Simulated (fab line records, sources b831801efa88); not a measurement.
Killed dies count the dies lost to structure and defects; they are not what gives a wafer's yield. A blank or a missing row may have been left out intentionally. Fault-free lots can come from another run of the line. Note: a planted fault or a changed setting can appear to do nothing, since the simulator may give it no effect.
2 desks, one fault || flow sky130 || only its own numbers are on each desk; what lay behind them is given at the end

== METROLOGY DESK ==
What the gauges read, lot by lot, whatever tool the lot ran on: means of the sampled wafers that have a number. Any lot whose mean is over 4 standard deviations away from the usual mean is out of limits and marked OUT; that distance is given in the brackets.
Columns: A = VT_ADJUST_HVTR_TW at SKY_VT_ADJUST_HVTR_TW_MEAS_11, usual 209.2; B = VT_ADJUST_PCH_OVL at SKY_VT_ADJUST_PCH_OVL_MEAS_07, usual 0.6 nm; C = cdNm at SKY_SONOS_TUNNEL_CD_MEAS_07, usual 410.5 nm
{"lot": "L419", "first seen here": "day 10 12:07", "A": 206.9, "B": -0.9, "C": 411.1}
{"lot": "L420", "first seen here": "day 10 20:01", "A": 209.8, "B": -0.9, "C": 410.8}
{"lot": "L424", "first seen here": "day 11 20:48", "A": 210.2, "B": 0.2, "C": 411.7}
{"lot": "L425", "first seen here": "day 12 01:25", "A": 210.1, "B": -0.3, "C": 409.2}
{"lot": "L429", "first seen here": "day 13 09:01", "A": 210.8, "B": 1.2, "C": 413.7}
{"lot": "L433", "first seen here": "day 14 14:57", "A": 207.4, "B": 0.0, "C": "390.7 (-7.3) OUT"}
{"lot": "L434", "first seen here": "day 14 18:29", "A": 210.8, "B": -0.5, "C": "394.1 (-6.1) OUT"}
{"lot": "L435", "first seen here": "day 15 06:46", "A": 207.6, "B": 2.1, "C": "396.8 (-5.1) OUT"}
{"lot": "L436", "first seen here": "day 15 17:23", "A": 210.1, "B": 1.7, "C": 402.4}
{"lot": "L437", "first seen here": "day 16 02:38", "A": 211.2, "B": 1.6, "C": 412.5}
{"lot": "L438", "first seen here": "day 16 10:36", "A": 210.0, "B": 1.9, "C": 413.2}
{"lot": "L439", "first seen here": "day 16 19:39", "A": 210.9, "B": 1.4, "C": 408.7}
Finding of this desk: L433, L434, L435 out of limits; the first was L433 at day 16 21:19, on cdNm at SKY_SONOS_TUNNEL_CD_MEAS_07. L419, L420, L424, L425, L429, L436, L437, L438, L439: within limits.

== AT THE TOOL OWNER'S DESK: ilineStepper-02 ==
The tool's own readings at SKY_SONOS_TUNNEL_EXPOSE_04 (exposes mask TUNM, target cd 410 nm): means of the sampled wafers that have a number, for each lot that ran on this tool. Any lot whose mean is over 4 standard deviations away from the usual mean is out of limits and marked OUT; that distance is given in the brackets.
Columns: A = exposureDoseMJCm2 at SKY_SONOS_TUNNEL_EXPOSE_04, usual 135.96
{"lot": "L419", "first seen here": "day 11 22:47", "A": 135.91}
{"lot": "L420", "first seen here": "day 12 08:26", "A": 136.02}
{"lot": "L424", "first seen here": "day 13 09:38", "A": 136.11}
{"lot": "L433", "first seen here": "day 16 07:10", "A": "128.03 (-66) OUT"}
{"lot": "L434", "first seen here": "day 16 11:44", "A": "127.80 (-68) OUT"}
{"lot": "L435", "first seen here": "day 17 01:08", "A": "129.59 (-53) OUT"}
{"lot": "L436", "first seen here": "day 17 11:23", "A": "130.76 (-43) OUT"}
Finding of this desk: L433, L434, L435, L436 out of limits; the first was L433 at day 16 07:10, on exposureDoseMJCm2 at SKY_SONOS_TUNNEL_EXPOSE_04. L419, L420, L424: within limits.

== BROUGHT TOGETHER ==
At day 16 07:10, on L433, L434, L435, L436, the tool owner's desk was in a position to raise an alarm.
The metrology desk could have raised an alarm at day 16 21:19, on L433, L434, L435.
The metrology desk has L436 on record, within its limits.
The lots listed all ran SKY_SONOS_TUNNEL_EXPOSE_04 on ilineStepper-02.

== WHAT HAD BEEN PUT IN BY THE SIMULATOR ==
Process parameters drifting: ilineStepper-02 at SKY_SONOS_TUNNEL_EXPOSE_04, beginning at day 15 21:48. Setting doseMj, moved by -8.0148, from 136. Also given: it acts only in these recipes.
Struck lots among those shown: L433, L434, L435, L436.
Delay (hours) between the fault's onset and each desk's first out-of-limits reading: 9 at the tool owner's desk, 24 at the metrology desk.
